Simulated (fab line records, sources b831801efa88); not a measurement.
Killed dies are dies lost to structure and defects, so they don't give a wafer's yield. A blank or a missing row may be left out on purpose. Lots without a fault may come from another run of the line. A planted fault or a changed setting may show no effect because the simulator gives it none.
A struck lot beside a sound one | flow gf180mcu | 16 steps out of a route of 602
Sound: wafers L471.1, L471.4, L471.6. Struck: wafers L482.2, L482.5, L482.6. The cause comes at the end.
At each step with rows: each side's tool, then ch and its chambers, then its first start. Under that, the readings that differ: sound wafers | struck wafers | difference of the means | sigmas: that difference in standard deviations of wafers without a fault.
alike: readings whose means differ by less than 2 such deviations, and words and numbers that are the same on both sides. not compared: withheld readings, readings that some wafer has no value for, bounds like >300 that may hide the same value, and numbers for which the record gives no deviation and whose values overlap.
The two part at a step that has a row with sigmas, a row that says differs or no value, or rows on one side only. Numbers that don't overlap but have no deviation are shown without sigmas and don't part them. A reading that every wafer of one side lacks parts them only if that side has two wafers or more.

GF_TOP_METAL_SPUTTER_04: material TiN, target thk 25 nm, time 20.8 s.
  sound on pvd_sputter-02, day 27 16:21; struck on pvd_sputter-02, day 31 10:45
  alike: throttle_valve_pct
GF_TOP_METAL_RS_MEAS_05: measures by four-point-probe.
  sound on film_metro-01, day 27 16:23; struck on film_metro-03, day 31 10:48
  alike: TOP_METAL_ALCU_RS
GF_TOP_METAL_THK_MEAS_06: measures by xrf.
  sound on film_metro-01, day 27 16:30; struck on film_metro-03, day 31 10:55
  alike: TOP_METAL_ALCU_THK
then, 7 steps without rows for these wafers: GF_TOP_METAL_DEHYDRATE_07 (time 60 s); GF_TOP_METAL_HMDS_08 (prime time 60 s); GF_TOP_METAL_COAT_09 (resist thk 1500 nm); GF_TOP_METAL_SOFTBAKE_10 (time 60 s); GF_TOP_METAL_EXPOSE_11 (exposes mask MetalTop, target cd 440 nm); GF_TOP_METAL_PEB_12; GF_TOP_METAL_DEVELOP_13 (develop time 60 s).
GF_TOP_METAL_CD_MEAS_14: target cd 440 nm.
  sound on cd_sem-01, day 28 12:08; struck on cd_sem-02, day 32 03:30
  alike: cd_nm
GF_TOP_METAL_OVL_MEAS_15:
  sound on overlay-02, day 28 12:15; struck on overlay-01, day 32 03:37
  reading            | sound       | struck         | difference | sigmas
  TOP_METAL_OVL (nm) | 3.0 1.0 1.0 | -2.4 -2.7 -2.5 | -4.2       | -3
GF_TOP_METAL_METAL_ETCH_16: etches the open film in Cl2/BCl3, stops on SiO2, target depth 1077.5 nm, time 179.6 s.
  sound on rie_metal-04 ch 0,1, day 28 12:17; struck on rie_metal-03 ch 0,1, day 32 03:38
  reading                                        | sound                | struck               | difference | sigmas
  oes_product_au (a.u.)                          | 0.966 0.965 0.975    | 0.933 0.930 0.932    | -0.037     | -5
  run_length_s (s)                               | 207.3 207.3 207.2    | 216.6 217.1 217.0    | +9.6       | +20
  throttle_valve_pct (%)                         | 28.262 28.256 28.252 | 28.292 28.282 28.290 | +0.031     | +3
  model.NOVOLAK_of_TOP_METAL_COAT_09.thk_nm (nm) | 1065 1062 1056       | 1049 1050 1033       | -17        |
  alike: drypump_motor_current_A
  not compared: rf_hours_counter_h
GF_TOP_METAL_STRIP_17: strips in O2/N2.
  sound on plasma_asher-01 ch 0,1, day 28 12:28; struck on plasma_asher-01 ch 0,1, day 32 03:49
  reading                      | sound             | struck            | difference | sigmas
  strip_time_to_endpoint_s (s) | 13.40 13.35 13.30 | 13.24 13.22 13.07 | -0.17      | -3
  alike: drypump_motor_current_A, heater_power_w, oes_product_au
  not compared: rf_hours_counter_h
then, 2 steps without rows for these wafers: GF_TOP_METAL_STRIP_18 (strips in post etch residue remover, time 1200 s); GF_PASSIVATION_PROBE_99.

WHERE THEY PART
First at GF_TOP_METAL_OVL_MEAS_15; last, within this record, at GF_TOP_METAL_STRIP_17.

WHY: what the simulator had put in
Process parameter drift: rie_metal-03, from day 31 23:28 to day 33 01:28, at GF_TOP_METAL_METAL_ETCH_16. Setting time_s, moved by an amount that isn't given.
